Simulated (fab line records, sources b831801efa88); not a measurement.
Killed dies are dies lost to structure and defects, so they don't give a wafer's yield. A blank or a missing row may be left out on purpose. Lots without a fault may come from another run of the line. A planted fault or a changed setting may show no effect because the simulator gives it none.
fab line records | flow gf180mcu
record lots=5 wafers=15 last_day=33
route steps=602 shown M3@411 V3@429
lots that met no fault: from a run of the same line without faults
start_h: hours from the record's first day to the start of the lot's first wafer shown | wait_h: hours since the lot's step before | " the same as in the row above | L1.1+2: a row that stands for several wafers | - no value, or no start given | * or withheld: withheld | < > ~ a bound
route shown NAME@n: a module of which the file shows steps, and the number in the route of the first | usual: mean/standard deviation of fault-free wafers | same: alike in all rows | chamber/n: place in a boat | sites: the reading at each site | _std_site: their standard deviation | _edge_site: outer sites' mean less inner sites' | radius_mm: how far each site lies from the wafer's centre | mask NAME#n: copy n | behind: the tool/chamber that last shaped the wafer | hold: why the lot was held/for how many hours/how that ended | device: the transistor (n, p or np) that didn't switch | end of line: the same wafers' tests at the end of the route | a step without rows: its recipe alone | killed: dies lost to structure and defects at the first sort, not the wafer's yield | map: a wafer's dies, x killed, . not, _ none there
set.NAME: the setting as run; set.NAME@STEP: as run at that earlier step | model.NAME: the simulator's own value behind a step, which no gauge read
lots at some steps of the route; a table a step, a row a wafer
services: from which hour (start_h, from the record's first day; less than 0 if before it) a tool's chamber was out of use, for how many hours, and why
## steps
# step GF_M3_SPUTTER_02
# recipe material=AlCu target_thk_nm=450 power_w=10600 time_s=23.9 chamber_pressure_pa=0.4
# usual throttle_valve_pct=29.6/0.48
# columns lot.wafer tool chamber start_h wait_h throttle_valve_pct
L075.1 pvd_sputter-04 - 474.74 0.0 29.4
L075.3 " - " " 29.5
L075.5 " - " " 29.0
L080.1 pvd_sputter-01 - 526.77 0.0 30.6
L080.2 " - " " 29.4
L080.5 " - " " 29.3
L089.3 pvd_sputter-01 - 599.06 0.0 30.5
L089.4 " - " " 28.7
L089.6 " - " " 30.8
L090.1 pvd_sputter-02 - 611.02 0.0 29.3
L090.3 " - " " 29.5
L090.4 " - " " 29.7
L092.1 pvd_sputter-01 - 617.35 0.0 30.1
L092.2 " - " " 28.8
L092.3 " - " " 29.4
# step GF_M3_SPUTTER_03
# recipe material=Ti target_thk_nm=10 substrate_temp_c=300 chamber_pressure_pa=0.3 power_w=3000 time_s=6.7
# usual throttle_valve_pct=29.6/0.49
# columns lot.wafer tool chamber start_h wait_h throttle_valve_pct
L075.1 pvd_sputter-04 - 474.77 0.0 30.0
L075.3 " - " " 29.5
L075.5 " - " " 29.2
L080.1 pvd_sputter-01 - 526.80 0.0 30.5
L080.2 " - " " 29.5
L080.5 " - " " 29.4
L089.3 pvd_sputter-01 - 599.12 0.0 30.4
L089.4 " - " " 29.1
L089.6 " - " " 30.5
L090.1 pvd_sputter-02 - 611.05 0.0 29.6
L090.3 " - " " 29.5
L090.4 " - " " 30.1
L092.1 pvd_sputter-01 - 617.38 0.0 30.4
L092.2 " - " " 29.0
L092.3 " - " " 29.3
# step GF_M3_SPUTTER_04
# recipe material=TiN target_thk_nm=50 power_w=6500 time_s=41.7 chamber_pressure_pa=0.4
# usual throttle_valve_pct=29.6/0.49
# columns lot.wafer tool chamber start_h wait_h throttle_valve_pct
L075.1 pvd_sputter-04 - 474.79 0.0 29.6
L075.3 " - " " 29.5
L075.5 " - " " 29.0
L080.1 pvd_sputter-01 - 526.82 0.0 30.6
L080.2 " - " " 29.3
L080.5 " - " " 29.2
L089.3 pvd_sputter-01 - 599.16 0.0 30.7
L089.4 " - " " 28.9
L089.6 " - " " 30.4
L090.1 pvd_sputter-02 - 611.07 0.0 29.3
L090.3 " - " " 29.6
L090.4 " - " " 30.1
L092.1 pvd_sputter-01 - 617.40 0.0 30.1
L092.2 " - " " 29.2
L092.3 " - " " 29.4
# step GF_M3_RS_MEAS_05
# recipe thk_meas_gauge=four-point-probe reads=TiN_of_M3_SPUTTER_04+Ti_of_M3_SPUTTER_03+AlCu_of_M3_SPUTTER_02+TiN_of_M3_SPUTTER_01+Ti_of_M3_SPUTTER_00
# usual M3_ALCU_RS=0.0697/0.00074
# columns lot.wafer tool chamber start_h wait_h M3_ALCU_RS[ohm/sq]
L075.1 film_metro-01 - 474.83 0.0 0.0703
L075.3 " - " " 0.0693
L075.5 " - " " 0.0704
L080.1 film_metro-04 - 526.86 0.0 0.0688
L080.2 " - " " 0.0694
L080.5 " - " " 0.0689
L089.3 film_metro-04 - 599.28 0.1 0.0702
L089.4 " - " " 0.0706
L089.6 " - " " 0.0698
L090.1 film_metro-02 - 611.11 0.0 0.0692
L090.3 " - " " 0.0688
L090.4 " - " " 0.0706
L092.1 film_metro-04 - 617.44 0.0 0.0690
L092.2 " - " " 0.0690
L092.3 " - " " 0.0697
# step GF_M3_THK_MEAS_06
# recipe thk_meas_gauge=xrf reads=AlCu_of_M3_SPUTTER_02
# usual M3_ALCU_THK=460/4.7
# columns lot.wafer tool chamber start_h wait_h M3_ALCU_THK[nm]
L075.1 film_metro-01 - 474.95 0.1 458
L075.3 " - " " 463
L075.5 " - " " 454
L080.1 film_metro-04 - 526.98 0.1 462
L080.2 " - " " 458
L080.5 " - " " 466
L089.3 film_metro-04 - 599.38 0.1 459
L089.4 " - " " 455
L089.6 " - " " 456
L090.1 film_metro-02 - 611.23 0.1 467
L090.3 " - " " 469
L090.4 " - " " 456
L092.1 film_metro-04 - 617.56 0.1 465
L092.2 " - " " 460
L092.3 " - " " 458
# step GF_M3_DEHYDRATE_07
# recipe temp_c=200 time_s=60
# columns lot.wafer tool chamber start_h wait_h
L075.1+3+5 litho_track-04 0 486.34 11.4
L080.1+2+5 litho_track-04 0 537.69 10.7
L089.3+4+6 litho_track-03 0 609.04 9.6
L090.1+3+4 litho_track-01 0 620.75 9.5
L092.1+2+3 litho_track-01 0 626.65 9.1
# step GF_M3_HMDS_08
# recipe prime_time_s=60 prime_temp_c=120
# columns lot.wafer tool chamber start_h wait_h
L075.1+3+5 litho_track-04 0 486.49 0.1
L080.1+2+5 litho_track-04 0 537.84 0.1
L089.3+4+6 litho_track-03 0 609.19 0.1
L090.1+3+4 litho_track-01 0 620.90 0.1
L092.1+2+3 litho_track-01 0 626.80 0.1
# step GF_M3_COAT_09
# recipe resist=KrF spin_rpm=withheld resist_thk_nm=1000
# columns lot.wafer tool chamber start_h wait_h
L075.1+3+5 litho_track-04 0 486.64 0.1
L080.1+2+5 litho_track-04 0 537.99 0.1
L089.3+4+6 litho_track-03 0 609.34 0.1
L090.1+3+4 litho_track-01 0 621.05 0.1
L092.1+2+3 litho_track-01 0 626.95 0.1
# step GF_M3_SOFTBAKE_10
# recipe temp_c=130 time_s=60 resist=KrF
# columns lot.wafer tool chamber start_h wait_h
L075.1+3+5 litho_track-04 0 486.79 0.1
L080.1+2+5 litho_track-04 0 538.14 0.1
L089.3+4+6 litho_track-03 0 609.49 0.1
L090.1+3+4 litho_track-01 0 621.20 0.1
L092.1+2+3 litho_track-01 0 627.10 0.1
# step GF_M3_EXPOSE_11
# recipe mask_id=Metal3 target_cd_nm=280 na=0.68 source_shape=conventional sigma_outer=0.6 dose_mj=28
# usual exposure_dose_mJ_cm2=28.001/0.029
# columns lot.wafer tool chamber start_h wait_h mask exposure_dose_mJ_cm2
L075.1 krf_scanner-02 0 - - Metal3#0 27.969
L075.3 " 0 " " Metal3#0 28.034
L075.5 " 0 " " Metal3#0 28.048
L080.1 krf_scanner-02 0 - - Metal3#0 28.018
L080.2 " 0 " " Metal3#0 28.038
L080.5 " 0 " " Metal3#0 28.015
L089.3 krf_scanner-01 0 - - Metal3#0 27.990
L089.4 " 0 " " Metal3#0 27.997
L089.6 " 0 " " Metal3#0 27.996
L090.1 krf_scanner-02 0 - - Metal3#0 27.997
L090.3 " 0 " " Metal3#0 27.989
L090.4 " 0 " " Metal3#0 28.009
L092.1 krf_scanner-01 0 - - Metal3#0 27.999
L092.2 " 0 " " Metal3#0 28.004
L092.3 " 0 " " Metal3#0 27.962
# step GF_M3_PEB_12
# recipe peb_temp_c=135 peb_time_s=90 resist=KrF
# columns lot.wafer tool chamber start_h wait_h
L075.1+3+5 litho_track-01 0 - -
L080.1+2+5 litho_track-04 0 - -
L089.3+4+6 litho_track-03 0 - -
L090.1+3+4 litho_track-03 0 - -
L092.1+2+3 litho_track-01 0 - -
# step GF_M3_DEVELOP_13
# recipe develop_time_s=60 dev_temp_c=21
# columns lot.wafer tool chamber start_h wait_h
L075.1+3+5 litho_track-01 0 498.76 0.2
L080.1+2+5 litho_track-04 0 548.94 0.2
L089.3+4+6 litho_track-03 0 619.29 0.1
L090.1+3+4 litho_track-03 0 631.34 0.2
L092.1+2+3 litho_track-01 0 636.55 0.2
# step GF_M3_CD_MEAS_14
# recipe target_cd_nm=280
# usual cd_nm=280.2/1.3
# columns lot.wafer tool chamber start_h wait_h cd_nm
L075.1 cd_sem-01 - 498.91 0.1 280.1
L075.3 " - " " 279.3
L075.5 " - " " 280.5
L080.1 cd_sem-01 - 549.09 0.1 279.9
L080.2 " - " " 279.1
L080.5 " - " " 280.3
L089.3 cd_sem-02 - 619.43 0.1 280.2
L089.4 " - " " 280.1
L089.6 " - " " 278.6
L090.1 cd_sem-01 - 631.49 0.1 282.0
L090.3 " - " " 282.1
L090.4 " - " " 282.7
L092.1 cd_sem-01 - 636.70 0.1 281.0
L092.2 " - " " 280.2
L092.3 " - " " 280.2
# step GF_M3_OVL_MEAS_15
# usual M3_OVL=2/5.1
# columns lot.wafer tool chamber start_h wait_h M3_OVL[nm]
L075.1 overlay-01 - 499.03 0.1 0
L075.3 " - " " -1
L075.5 " - " " -1
L080.1 overlay-01 - 549.21 0.1 2
L080.2 " - " " 3
L080.5 " - " " -2
L089.3 overlay-01 - 619.52 0.1 8
L089.4 " - " " 4
L089.6 " - " " 6
L090.1 overlay-02 - 631.61 0.1 13
L090.3 " - " " 10
L090.4 " - " " 15
L092.1 overlay-01 - 636.82 0.1 -7
L092.2 " - " " -8
L092.3 " - " " -1
# step GF_M3_METAL_ETCH_16
# recipe chemistry=Cl2/BCl3 mask_material=KrF target_depth_nm=750.8 stop_on=SiO2 pressure_mtorr=8 icp_w=800 bias_w=140 Cl2_flow_sccm=80 bcl3_flow_sccm=40 time_s=125.1
# usual drypump_motor_current_A=6.0/0.33 oes_product_au=0.988/0.0063 throttle_valve_pct=28.233/0.01
# columns lot.wafer tool chamber start_h wait_h drypump_motor_current_A oes_product_au rf_hours_counter_h throttle_valve_pct
L075.1 rie_metal-04 0 499.06 0.0 5.7 0.984 6 28.230
L075.3 " 1 " " 6.4 1.001 - 28.229
L075.5 " 0 " " 5.7 0.988 - 28.227
L080.1 rie_metal-04 0 549.25 0.0 5.7 0.985 7 28.212
L080.2 " 1 " " 6.5 0.998 5 28.226
L080.5 " 0 " " 5.7 0.990 - 28.229
L089.3 rie_metal-03 1 619.59 0.1 5.6 0.996 - 28.231
L089.4 " 0 " " 5.9 0.994 - 28.241
L089.6 " 0 " " 5.9 0.981 - 28.228
L090.1 rie_metal-04 1 631.64 0.0 6.5 0.988 8 28.218
L090.3 " 1 " " 6.5 0.991 - 28.228
L090.4 " 0 " " 5.7 0.991 - 28.241
L092.1 rie_metal-01 0 636.86 0.0 6.2 0.987 9 28.251
L092.2 " 1 " " 5.7 0.974 2 28.234
L092.3 " 0 " " 6.2 0.986 - 28.227
# step GF_M3_STRIP_17
# recipe chemistry=O2/N2 power_w=1400 pressure_mtorr=1500 platen_temp_c=250 o2_flow_sccm=3000 n2_flow_sccm=300 overash_fraction=0.5
# usual drypump_motor_current_A=5.6/0.42 heater_power_w=335/34 n2_flow_sccm=299.9/0.88 oes_product_au=0.538/0.005 strip_time_to_endpoint_s=7.41/0.053
# columns lot.wafer tool chamber start_h wait_h drypump_motor_current_A heater_power_w n2_flow_sccm oes_product_au rf_hours_counter_h strip_time_to_endpoint_s
L075.1 plasma_asher-03 1 499.19 0.1 5.6 372 301.5 0.543 72 7.30
L075.3 " 1 " " 5.6 360 300.3 0.537 - 7.34
L075.5 " 0 " " 5.0 313 298.2 0.540 - 7.36
L080.1 plasma_asher-03 0 549.38 0.1 5.0 318 298.9 0.538 78 7.42
L080.2 " 1 " " 5.6 363 299.8 0.541 78 7.40
L080.5 " 1 " " 5.6 364 300.3 0.531 - 7.42
L089.3 plasma_asher-01 0 619.71 0.1 5.5 278 300.5 0.530 - 7.28
L089.4 " 1 " " 5.3 324 301.3 0.543 - 7.44
L089.6 " 0 " " 5.5 279 301.9 0.534 - 7.41
L090.1 plasma_asher-03 0 631.77 0.1 5.0 307 299.2 0.533 86 7.40
L090.3 " 0 " " 5.0 318 300.8 0.539 - 7.39
L090.4 " 1 " " 5.6 369 300.7 0.538 - 7.46
L092.1 plasma_asher-03 1 636.99 0.1 5.5 370 300.3 0.537 87 7.46
L092.2 " 0 " " 5.0 307 299.2 0.528 87 7.48
L092.3 " 0 " " 5.0 311 298.7 0.542 - 7.48
# step GF_M3_STRIP_18
# recipe chemistry=post_etch_residue_remover time_s=1200 temp_c=72.5
# columns lot.wafer tool chamber start_h wait_h
L075.1+3+5 wet_bench-04 3 499.29 0.1
L080.1+2+5 wet_bench-04 3 549.48 0.1
L089.3+4+6 wet_bench-02 2 619.77 0.0
L090.1+3+4 wet_bench-02 2 631.87 0.1
L092.1+2+3 wet_bench-02 3 637.09 0.1
# step GF_M3_CLEAN_19
# recipe chemistry=DIW dry=n2_spin
# columns lot.wafer tool chamber start_h wait_h
L075.1+3+5 wet_bench-01 1 499.63 0.0
L080.1+2+5 wet_bench-02 2 549.82 0.0
L089.3+4+6 wet_bench-04 0 620.11 0.0
L090.1+3+4 wet_bench-04 2 632.25 0.0
L092.1+2+3 wet_bench-04 3 637.50 0.0
# step GF_V3_CVD_00
# recipe material=SiO2 target_thk_nm=600 sigma_open_frac=0.3 temp_c=400 time_s=100 sih4_flow_sccm=60 pressure_mtorr=6
# columns lot.wafer tool chamber start_h wait_h
L075.1+3+5 hdpcvd-01 0,1,1 499.72 0.0
L080.1+2+5 hdpcvd-02 1,2,1 549.92 0.0
L089.3+4+6 hdpcvd-01 1,1,2 620.21 0.0
L090.1+3+4 hdpcvd-01 1,2,1 632.35 0.0
L092.1+2+3 hdpcvd-02 2,1,0 637.60 0.0
# step GF_V3_THK_MEAS_01
# recipe reads=SiO2_of_V3_CVD_00
# usual V3_CVD_00_THK=600/6.5
# columns lot.wafer tool chamber start_h wait_h V3_CVD_00_THK[nm]
L075.1 film_metro-01 - 499.80 0.0 600
L075.3 " - " " 597
L075.5 " - " " 597
L080.1 film_metro-03 - 549.99 0.0 598
L080.2 " - " " 593
L080.5 " - " " 596
L089.3 film_metro-01 - 620.31 0.1 607
L089.4 " - " " 597
L089.6 " - " " 591
L090.1 film_metro-04 - 632.42 0.0 606
L090.3 " - " " 601
L090.4 " - " " 607
L092.1 film_metro-03 - 637.67 0.0 593
L092.2 " - " " 599
L092.3 " - " " 597
# step GF_V3_CVD_02
# recipe material=SiO2 target_thk_nm=850 precursor=TEOS temp_c=400 time_s=94.851 rf_w=600
# usual heater_power_outer_w=386/62 heater_power_w=651/67
# columns lot.wafer tool chamber start_h wait_h heater_power_outer_w heater_power_w
L075.1 pecvd-03 1 499.86 0.1 440 687
L075.3 " 0 " " 314 615
L075.5 " 0 " " 368 673
L080.1 pecvd-03 1 550.05 0.1 383 636
L080.2 " 0 " " 390 692
L080.5 " 0 " " 424 720
L089.3 pecvd-03 2 620.35 0.0 412 711
L089.4 " 2 " " 308 592
L089.6 " 1 " " 423 706
L090.1 pecvd-01 2 632.48 0.1 376 615
L090.3 " 1 " " 368 536
L090.4 " 0 " " 406 691
L092.1 pecvd-04 1 637.73 0.1 479 754
L092.2 " 2 " " 333 628
L092.3 " 0 " " 499 745
# step GF_V3_THK_MEAS_03
# recipe reads=SiO2_of_V3_CVD_02
# usual V3_CVD_02_THK=849/10
# columns lot.wafer tool chamber start_h wait_h V3_CVD_02_THK[nm]
L075.1 film_metro-04 - 499.93 0.0 837
L075.3 " - " " 851
L075.5 " - " " 862
L080.1 film_metro-01 - 550.12 0.0 841
L080.2 " - " " 859
L080.5 " - " " 877
L089.3 film_metro-03 - 620.44 0.1 839
L089.4 " - " " 862
L089.6 " - " " 862
L090.1 film_metro-04 - 632.55 0.0 837
L090.3 " - " " 845
L090.4 " - " " 862
L092.1 film_metro-04 - 637.80 0.0 829
L092.2 " - " " 840
L092.3 " - " " 844
# step GF_V3_CMP_04
# recipe material=SiO2 down_force_psi=4 platen_rpm=60 pad_velocity_m_s=0.94248
# usual motor_current_A=12.0/1 time_to_endpoint_s=79/6
# columns lot.wafer tool chamber start_h wait_h motor_current_A time_to_endpoint_s
L075.1 cmp-01 0 500.04 0.1 12.5 71
L075.3 " 1 " " 10.6 80
L075.5 " 0 " " 12.1 82
L080.1 cmp-02 3 550.23 0.1 13.1 72
L080.2 " 0 " " 13.3 89
L080.5 " 3 " " 13.3 88
L089.4 cmp-01 2 620.48 0.0 12.5 71
L089.3 " 0 " " 12.5 63
L089.6 " 2 " " 12.1 73
L090.3 cmp-02 1 632.61 0.0 10.6 80
L090.1 " 3 " " 12.9 72
L090.4 " 0 " " 13.0 89
L092.1 cmp-01 1 637.86 0.1 11.0 72
L092.3 " 2 " " 12.0 74
L092.2 " 0 " " 12.0 69
# step GF_V3_BOW_MEAS_05
# recipe mode=bow
# usual V3_BOW=118/7.4
# columns lot.wafer tool chamber start_h wait_h V3_BOW[um]
L075.1 film_metro-04 - 500.29 0.2 129
L075.3 " - " " 121
L075.5 " - " " 120
L080.1 film_metro-01 - 550.48 0.2 119
L080.2 " - " " 118
L080.5 " - " " 114
L089.3 film_metro-03 - 620.82 0.2 122
L089.4 " - " " 109
L089.6 " - " " 115
L090.1 film_metro-01 - 632.91 0.1 127
L090.3 " - " " 123
L090.4 " - " " 106
L092.1 film_metro-01 - 638.16 0.2 122
L092.2 " - " " 120
L092.3 " - " " 127
# step GF_V3_DEHYDRATE_06
# recipe temp_c=200 time_s=60
# columns lot.wafer tool chamber start_h wait_h
L075.1+3+5 litho_track-02 0 511.08 10.8
L080.1+2+5 litho_track-04 0 561.14 10.6
L089.3+4+6 litho_track-02 0 630.87 10.0
L090.1+3+4 litho_track-02 0 642.27 9.3
L092.1+2+3 litho_track-02 0 647.17 9.0
# step GF_V3_HMDS_07
# recipe prime_time_s=60 prime_temp_c=120
# columns lot.wafer tool chamber start_h wait_h
L075.1+3+5 litho_track-02 0 511.23 0.1
L080.1+2+5 litho_track-04 0 561.29 0.1
L089.3+4+6 litho_track-02 0 631.02 0.1
L090.1+3+4 litho_track-02 0 642.42 0.1
L092.1+2+3 litho_track-02 0 647.32 0.1
# step GF_V3_COAT_08
# recipe resist=BARC temp_c=withheld time_s=withheld spin_rpm=withheld resist_thk_nm=withheld
# columns lot.wafer tool chamber start_h wait_h
L075.1+3+5 litho_track-02 0 511.38 0.1
L080.1+2+5 litho_track-04 0 561.44 0.1
L089.3+4+6 litho_track-02 0 631.17 0.1
L090.1+3+4 litho_track-02 0 642.57 0.1
L092.1+2+3 litho_track-02 0 647.47 0.1
# step GF_V3_COAT_09
# recipe resist=KrF spin_rpm=withheld resist_thk_nm=1000
# columns lot.wafer tool chamber start_h wait_h
L075.1+3+5 litho_track-02 0 - -
L080.1+2+5 litho_track-04 0 - -
L089.3+4+6 litho_track-02 0 - -
L090.1+3+4 litho_track-02 0 - -
L092.1+2+3 litho_track-02 0 - -
# step GF_V3_SOFTBAKE_10
# recipe temp_c=130 time_s=60 resist=KrF
# columns lot.wafer tool chamber start_h wait_h
L075.1+3+5 litho_track-02 0 - -
L080.1+2+5 litho_track-04 0 - -
L089.3+4+6 litho_track-02 0 - -
L090.1+3+4 litho_track-02 0 - -
L092.1+2+3 litho_track-02 0 - -
# step GF_V3_EXPOSE_11
# recipe mask_id=Via3 target_cd_nm=260 na=0.68 source_shape=conventional sigma_outer=0.6 dose_mj=38
# usual exposure_dose_mJ_cm2=38.00/0.036
# columns lot.wafer tool chamber start_h wait_h mask exposure_dose_mJ_cm2
L075.1 krf_scanner-02 0 - - Via3#0 38.00
L075.3 " 0 " " Via3#0 38.02
L075.5 " 0 " " Via3#0 38.00
L080.1 krf_scanner-02 0 - - Via3#0 38.00
L080.2 " 0 " " Via3#0 38.00
L080.5 " 0 " " Via3#0 38.01
L089.3 krf_scanner-02 0 - - Via3#0 38.03
L089.4 " 0 " " Via3#0 38.04
L089.6 " 0 " " Via3#0 37.95
L090.1 krf_scanner-01 0 - - Via3#0 37.96
L090.3 " 0 " " Via3#0 38.00
L090.4 " 0 " " Via3#0 38.02
L092.1 krf_scanner-02 0 - - Via3#0 37.97
L092.2 " 0 " " Via3#0 37.95
L092.3 " 0 " " Via3#0 38.03
# step GF_V3_PEB_12
# recipe peb_temp_c=135 peb_time_s=90 resist=KrF
# columns lot.wafer tool chamber start_h wait_h
L075.1+3+5 litho_track-04 0 - -
L080.1+2+5 litho_track-04 0 - -
L089.3+4+6 litho_track-03 0 - -
L090.1+3+4 litho_track-02 0 - -
L092.1+2+3 litho_track-02 0 - -
# step GF_V3_DEVELOP_13
# recipe develop_time_s=60 resist=KrF dev_temp_c=21
# columns lot.wafer tool chamber start_h wait_h
L075.1+3+5 litho_track-04 0 522.89 0.2
L080.1+2+5 litho_track-04 0 572.34 0.2
L089.3+4+6 litho_track-03 0 640.99 0.1
L090.1+3+4 litho_track-02 0 653.12 0.2
L092.1+2+3 litho_track-02 0 657.57 0.2
# step GF_V3_CD_MEAS_14
# recipe target_cd_nm=260
# usual cd_nm=259.9/1.2
# columns lot.wafer tool chamber start_h wait_h cd_nm
L075.1 cd_sem-02 - 523.04 0.1 261.3
L075.3 " - " " 261.4
L075.5 " - " " 260.2
L080.1 cd_sem-02 - 572.49 0.1 262.1
L080.2 " - " " 262.4
L080.5 " - " " 261.1
L089.3 cd_sem-01 - 641.13 0.1 261.3
L089.4 " - " " 259.8
L089.6 " - " " 260.8
L090.1 cd_sem-01 - 653.27 0.1 261.2
L090.3 " - " " 260.2
L090.4 " - " " 261.5
L092.1 cd_sem-02 - 657.72 0.1 258.9
L092.2 " - " " 259.4
L092.3 " - " " 258.7
# step GF_V3_OVL_MEAS_15
# usual V3_OVL=-2/5.9
# columns lot.wafer tool chamber start_h wait_h V3_OVL[nm]
L075.1 overlay-02 - 523.16 0.1 2
L075.3 " - " " 8
L075.5 " - " " 1
L080.1 overlay-02 - 572.61 0.1 -4
L080.2 " - " " -3
L080.5 " - " " -1
L089.3 overlay-01 - 641.22 0.1 6
L089.4 " - " " -5
L089.6 " - " " -2
L090.1 overlay-01 - 653.39 0.1 -2
L090.3 " - " " -4
L090.4 " - " " -3
L092.1 overlay-01 - 657.84 0.1 -13
L092.2 " - " " -2
L092.3 " - " " -12
# step GF_V3_ETCH_16
# recipe chemistry=N2/H2 target_depth_a=withheld overetch_a=withheld time_s=withheld target=BARC ion_energy_ev=200 source_w=500 bias_w=100 pressure_mtorr=30 n2_flow_sccm=100 h2_flow_sccm=200
# usual drypump_motor_current_A=5.9/0.49 n2_flow_sccm=99.98/0.29 oes_product_au=0.855/0.0049 throttle_valve_pct=13.225/0.01
# columns lot.wafer tool chamber start_h wait_h drypump_motor_current_A n2_flow_sccm oes_product_au throttle_valve_pct
L075.1 rie_diel-01 3 523.20 0.0 6.4 99.70 0.857 13.220
L075.3 " 0 " " 6.2 99.29 0.857 13.232
L075.5 " 0 " " 6.2 99.68 0.854 13.214
L080.1 rie_diel-02 1 572.65 0.0 6.4 99.94 0.851 13.217
L080.2 " 2 " " 5.1 100.09 0.855 13.214
L080.5 " 2 " " 5.0 100.00 0.855 13.226
L089.3 rie_diel-04 3 641.24 0.0 5.4 99.85 0.851 13.207
L089.4 " 2 " " 6.0 100.13 0.859 13.239
L089.6 " 3 " " 5.4 100.39 0.847 13.217
L090.1 rie_diel-01 3 653.43 0.0 6.4 100.08 0.856 13.228
L090.3 " 1 " " 6.2 100.48 0.858 13.219
L090.4 " 2 " " 5.3 100.02 0.859 13.225
L092.1 rie_diel-01 3 657.88 0.0 6.4 100.36 0.850 13.240
L092.2 " 0 " " 6.2 99.87 0.854 13.227
L092.3 " 1 " " 6.2 99.58 0.854 13.211
# step GF_V3_ETCH_17
# recipe chemistry=C4F8/O2/Ar mask_material=KrF target=SiO2 stop_on=TiN source_w=1500 bias_w=1200 pressure_mtorr=40 c4f8_flow_sccm=withheld O2_flow_sccm=6 Ar_flow_sccm=300 time_s=withheld target_depth_a=6350
# usual oes_product_au=0.855/0.0045
# columns lot.wafer tool chamber start_h wait_h oes_product_au
L075.1 rie_diel-01 3 - - 0.854
L075.3 " 0 " " 0.858
L075.5 " 0 " " 0.858
L080.1 rie_diel-02 1 - - 0.854
L080.2 " 2 " " 0.858
L080.5 " 2 " " 0.865
L089.3 rie_diel-04 3 - - 0.851
L089.4 " 2 " " 0.849
L089.6 " 3 " " 0.856
L090.1 rie_diel-01 3 - - 0.857
L090.3 " 1 " " 0.862
L090.4 " 2 " " 0.856
L092.1 rie_diel-01 3 - - 0.858
L092.2 " 0 " " 0.854
L092.3 " 1 " " 0.855
# step GF_V3_STRIP_18
# recipe chemistry=O2/N2 power_w=1400 pressure_mtorr=1500 platen_temp_c=250 o2_flow_sccm=3000 n2_flow_sccm=300 overash_fraction=0.5
# usual drypump_motor_current_A=5.7/0.41 heater_power_w=333/39 n2_flow_sccm=300.0/0.88 oes_product_au=0.592/0.0052
# columns lot.wafer tool chamber start_h wait_h drypump_motor_current_A heater_power_w n2_flow_sccm oes_product_au rf_hours_counter_h
L075.1 plasma_asher-04 0 523.33 - 5.3 314 300.5 0.592 10
L075.3 " 0 " " 5.3 311 299.9 0.596 -
L075.5 " 0 " " 5.3 309 300.7 0.597 -
L080.1 plasma_asher-02 0 572.78 - 6.1 329 299.5 0.587 45
L080.2 " 1 " " 6.2 385 300.1 0.596 45
L080.5 " 0 " " 6.1 338 299.4 0.599 -
L089.3 plasma_asher-02 1 641.41 - 6.2 395 299.7 0.598 -
L089.4 " 0 " " 6.1 336 300.0 0.589 -
L089.6 " 1 " " 6.2 382 300.8 0.593 -
L090.1 plasma_asher-02 0 653.56 - 6.1 330 298.9 0.594 53
L090.3 " 0 " " 6.1 334 299.1 0.587 -
L090.4 " 1 " " 6.2 393 299.6 0.595 -
L092.1 plasma_asher-03 0 658.01 - 5.0 307 299.9 0.588 89
L092.2 " 1 " " 5.5 369 298.6 0.593 89
L092.3 " 0 " " 5.0 305 300.5 0.591 -
# step GF_V3_STRIP_19
# recipe chemistry=post_etch_residue_remover time_s=1200 temp_c=72.5
# columns lot.wafer tool chamber start_h wait_h
L075.1+3+5 wet_bench-04 0 523.43 0.1
L080.1+2+5 wet_bench-02 1 572.88 0.1
L089.3+4+6 wet_bench-03 2 641.47 0.0
L090.1+3+4 wet_bench-04 1 653.66 0.1
L092.1+2+3 wet_bench-02 1 658.11 0.1
# step GF_V3_CLEAN_20
# recipe chemistry=DIW dry=n2_spin
# columns lot.wafer tool chamber start_h wait_h
L075.1+3+5 wet_bench-03 0 523.77 0.0
L080.1+2+5 wet_bench-03 1 573.25 0.0
L089.3+4+6 wet_bench-04 3 641.81 0.0
L090.1+3+4 wet_bench-03 0 654.03 0.0
L092.1+2+3 wet_bench-03 1 658.45 0.0
# step GF_V3_SPUTTER_21
# recipe material=Ti target_thk_nm=15 chamber_pressure_pa=5 power_w=2500 substrate_temp_c=200 time_s=80.02
# usual throttle_valve_pct=29.9/0.8
# columns lot.wafer tool chamber start_h wait_h throttle_valve_pct
L075.1 pvd_sputter-03 - 523.86 0.0 30.2
L075.3 " - " " 28.6
L075.5 " - " " 30.2
L080.1 pvd_sputter-03 - 573.36 0.0 28.6
L080.2 " - " " 31.1
L080.5 " - " " 30.4
L089.3 pvd_sputter-01 - 641.91 0.0 29.2
L089.4 " - " " 30.2
L089.6 " - " " 30.5
L090.1 pvd_sputter-03 - 654.13 0.0 30.1
L090.3 " - " " 28.5
L090.4 " - " " 30.8
L092.1 pvd_sputter-03 - 658.55 0.0 30.2
L092.2 " - " " 30.9
L092.3 " - " " 30.3
# step GF_V3_SPUTTER_22
# recipe material=TiN target_thk_nm=10 chamber_pressure_pa=5 power_w=4000 time_s=40
# usual throttle_valve_pct=29.9/0.82
# columns lot.wafer tool chamber start_h wait_h throttle_valve_pct
L075.1 pvd_sputter-03 - 523.92 0.0 30.5
L075.3 " - " " 28.7
L075.5 " - " " 30.1
L080.1 pvd_sputter-03 - 573.42 0.0 28.9
L080.2 " - " " 30.8
L080.5 " - " " 30.2
L089.3 pvd_sputter-01 - 641.98 0.0 29.4
L089.4 " - " " 30.5
L089.6 " - " " 30.4
L090.1 pvd_sputter-03 - 654.19 0.0 30.2
L090.3 " - " " 28.4
L090.4 " - " " 30.9
L092.1 pvd_sputter-03 - 658.61 0.0 30.1
L092.2 " - " " 31.0
L092.3 " - " " 30.5
## services
# columns tool chamber start_h hours kind
krf_scanner-02 - 451.96 4.4 pm
plasma_asher-03 - 463.16 0.7 repair
plasma_asher-02 - 468.10 15.6 pm
rie_metal-04 - 475.48 0.3 repair
rie_diel-01 - 476.02 1.6 repair
krf_scanner-01 - 477.56 0.8 pm
pvd_sputter-04 - 481.41 1.1 repair
pvd_sputter-03 - 490.28 3.2 repair
rie_diel-01 3 495.28 12.6 repair
krf_scanner-01 - 505.42 1.3 pm
cmp-01 - 505.92 3.0 repair
krf_scanner-02 - 513.30 3.3 repair
rie_diel-01 1 542.34 1.6 repair
krf_scanner-02 - 551.68 0.8 pm
wet_bench-03 - 552.97 4.4 pm
wet_bench-02 - 568.30 4.4 pm
pvd_sputter-01 - 587.81 0.8 repair
krf_scanner-02 - 592.66 0.6 repair
krf_scanner-02 - 599.61 1.0 pm
rie_diel-01 - 610.47 2.8 pm
pvd_sputter-03 - 617.83 21.7 repair
wet_bench-04 - 618.19 1.9 repair
krf_scanner-02 - 626.56 1.3 pm
rie_diel-01 3 642.65 1.6 repair
## key
fault none
